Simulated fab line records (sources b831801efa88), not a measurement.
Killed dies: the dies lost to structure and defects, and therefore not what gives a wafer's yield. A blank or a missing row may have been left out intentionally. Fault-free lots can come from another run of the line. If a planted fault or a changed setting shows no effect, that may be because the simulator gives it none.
fab line records    flow sky130
record: lots: 14  wafers: 42  lastDay: 50
route steps=708 shown GATE_OXIDE@198
lots that met no fault: taken from a fault-free run of the same line
startH: hours from the record's opening day to when the first of the lot's shown wafers began    waitH: hours elapsed since this lot's preceding step    " same as the row above    L1.1+2: several wafers, shown together as one row    - no value, or no start given    * or withheld: withheld    < > ~ a bound
route shown NAME@n: NAME is a module with steps in the file, n the number in the route of the first one    usual: mean/standard deviation of fault-free wafers    same: alike in all rows    chamber/n: place in a boat    sites: each site's reading    _std_site: their standard deviation    _edge_site: mean of outer sites minus mean of inner sites    radiusMm: how far each site lies from the wafer's centre    mask NAME#n: copy n    behind: the last tool/chamber to shape the wafer    hold: reason for holding the lot/hours on hold/outcome of the hold    device: whichever transistor did not switch (one of n, p or np)    end of line: the route-end tests of the same wafers    a step with no rows: only its recipe    killed: the dies lost at the first sort to structure and to defects; this is not the yield of the wafer    map: per-die view of a wafer (x killed, . not killed, _ where there is no die)
set.NAME: setting as actually run; set.NAME@STEP: the setting as run at that earlier step    model.NAME: the simulator's own value behind a step, which no gauge read
route steps across a sampled set of lots; one table per step, one row per wafer
services: the hour from which a tool's chamber was out of use, counted from the record's first day as startH (under 0 if before that day), plus the number of hours and why
== steps ==
step: SKY_GATE_OXIDE_IMPLANT_11
recipe: species: B  energyKev: 10  doseCm2: 2.6e+12  tiltDeg: withheld
usual: beamEnergyKeV: 9.9997/0.003  endStationPressureTorr: 5.01e-06/2.9e-07
lot.wafer  tool          chamber  startH  waitH  beamEnergyKeV  endStationPressureTorr
L770.4     implanter-03  0        299.11  0.1    9.9980         4.7e-06
L770.5     "             0        "       "      9.9984         4.56e-06
L770.6     "             0        "       "      9.9958         5.09e-06
L771.3     implanter-02  0        305.32  0.1    9.9948         4.68e-06
L771.4     "             0        "       "      9.9939         4.98e-06
L771.5     "             0        "       "      9.9955         5.16e-06
L772.3     implanter-01  0        317.61  0.1    9.9979         5.05e-06
L772.5     "             0        "       "      9.9948         4.93e-06
L772.6     "             0        "       "      9.9950         4.93e-06
L773.3     implanter-01  0        323.79  0.1    10.003         4.95e-06
L773.4     "             0        "       "      9.9946         4.98e-06
L773.6     "             0        "       "      9.9965         5.13e-06
L775.1     implanter-01  0        341.62  0.0    9.9948         4.98e-06
L775.5     "             0        "       "      9.9980         5.23e-06
L775.6     "             0        "       "      9.9967         5.16e-06
L776.1     implanter-01  0        352.44  0.0    10.868         5.11e-06
L776.4     "             0        "       "      10.861         4.74e-06
L776.6     "             0        "       "      10.865         4.68e-06
L777.4     implanter-02  0        355.84  0.1    9.9990         5.45e-06
L777.5     "             0        "       "      9.9986         4.79e-06
L777.6     "             0        "       "      10.000         5.47e-06
L778.3     implanter-01  0        372.96  0.1    10.868         5.08e-06
L778.4     "             0        "       "      10.871         4.85e-06
L778.6     "             0        "       "      10.872         5.02e-06
L779.2     implanter-03  0        407.48  0.0    9.9968         4.52e-06
L779.4     "             0        "       "      9.9987         4.72e-06
L779.6     "             0        "       "      9.9988         5.01e-06
L785.1     implanter-01  0        438.96  0.0    9.9998         5.23e-06
L785.5     "             0        "       "      10.007         4.81e-06
L785.6     "             0        "       "      9.9997         4.9e-06
L786.1     implanter-01  0        451.44  0.0    10.003         4.95e-06
L786.2     "             0        "       "      10.000         5.02e-06
L786.4     "             0        "       "      9.9993         5.12e-06
L788.2     implanter-03  0        469.18  0.0    10.006         4.82e-06
L788.4     "             0        "       "      9.9989         5.79e-06
L788.5     "             0        "       "      9.9980         5.65e-06
L790.1     implanter-01  0        481.64  0.0    10.001         5.2e-06
L790.2     "             0        "       "      10.001         5.4e-06
L790.3     "             0        "       "      10.001         4.78e-06
L793.1     implanter-01  0        497.26  0.0    9.9995         4.87e-06
L793.4     "             0        "       "      10.005         5.13e-06
L793.6     "             0        "       "      10.001         5.13e-06
== services ==
tool          chamber  startH  hours  kind
implanter-02  -        318.01  6.5    pm
implanter-01  -        326.56  6.9    pm
implanter-01  -        337.08  3.9    repair
implanter-03  -        351.24  5.2    pm
implanter-01  -        364.40  2.9    pm
implanter-02  -        372.23  31.4   pm
implanter-03  -        427.16  1.8    repair
implanter-01  -        431.83  2.7    repair
== key ==
firstSign: step: SKY_GATE_OXIDE_IMPLANT_11  reading: beamEnergyKeV  direction: up  sigmas: 99+  usual: *  struck: *
effect none on later readings
metAt SKY_GATE_OXIDE_IMPLANT_11
struckLots L776,L778
testerLeftOut L776,L778
onsetBetween 341.62 352.44
fault: kind: processParameterDrift  tool: implanter-01  chamber: -  onsetH: 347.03  steps: SKY_GATE_OXIDE_IMPLANT_11  channel: energyKev  offset: *  shape: step  endH: 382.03  actsIn: *  stated: *
testerLeftOut: of these lots the tester's yield and bins aren't shown, on N5 and GAA mostly nor the transistor test; their killed dies are dies lost to structure and defects alone, not to doping, threshold or leakage, so they don't give the yield
